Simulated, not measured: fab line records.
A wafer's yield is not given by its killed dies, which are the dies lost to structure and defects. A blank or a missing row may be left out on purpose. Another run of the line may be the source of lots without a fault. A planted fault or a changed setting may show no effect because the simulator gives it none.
Which of the tools did it? :: flow gf180mcu :: 7 lots, 21 wafers sampled, at 2 steps of a route of 602

== WHAT EACH GAUGE READ, for each wafer ==
GF_V4_THK_MEAS_25: measures by xrf.
lot: L739
measured: day 24 18:42
on: filmMetro-04
V4_W_THK (nm): 341 338 343

lot: L742
measured: day 26 03:52
on: filmMetro-04
V4_W_THK (nm): 334 344 338

lot: L744
measured: day 26 16:19
on: filmMetro-01
V4_W_THK (nm): 331 336 333

lot: L752
measured: day 28 20:59
on: filmMetro-01
V4_W_THK (nm): 331 337 333

lot: L754
measured: day 29 13:32
on: filmMetro-04
V4_W_THK (nm): 346 347 347

lot: L757
measured: day 30 06:47
on: filmMetro-04
V4_W_THK (nm): 343 343 344

lot: L761
measured: day 31 11:49
on: filmMetro-02
V4_W_THK (nm): 347 341 346

== EACH LOT AND THE TOOL THAT RAN IT (in order: tool; ch and the chambers of the sampled wafers; start) ==
lot: L739
GF_SAB_STRIP_13: plasmaAsher-01 ch 0,1, day 15 09:59

lot: L742
GF_SAB_STRIP_13: plasmaAsher-04 ch 0,1, day 16 21:41

lot: L744
GF_SAB_STRIP_13: plasmaAsher-04 ch 0,1, day 17 11:06

lot: L752
GF_SAB_STRIP_13: plasmaAsher-04 ch 0,1, day 20 02:41

lot: L754
GF_SAB_STRIP_13: plasmaAsher-01 ch 0,1, day 21 00:23

lot: L757
GF_SAB_STRIP_13: plasmaAsher-02 ch 0,1, day 21 22:06

lot: L761
GF_SAB_STRIP_13: plasmaAsher-04 ch 0,1, day 23 07:56
- GF_SAB_STRIP_13: strips in O2/N2.

== THE ANSWER, worked out from the rows above alone ==
Rule: the lots themselves supply what counts as usual. The widest of any qualifying gaps counts: lots, ordered by their means at a reading, are off when they make up no more than a third of the lots, leave a main group of 4 or more, and stand apart from it by 3 or more times the standard deviation of that group's means. A main group is skipped when, at the precision printed for the reading in the tables above, its means are all equal. A lot without any number at a reading at which 4 lots or more have one is off too. The other lots that the step has rows for count as sound.
No lot is off at any reading shown: from this, nothing can be told.

== WHAT THE SIMULATOR HAD INSERTED ==
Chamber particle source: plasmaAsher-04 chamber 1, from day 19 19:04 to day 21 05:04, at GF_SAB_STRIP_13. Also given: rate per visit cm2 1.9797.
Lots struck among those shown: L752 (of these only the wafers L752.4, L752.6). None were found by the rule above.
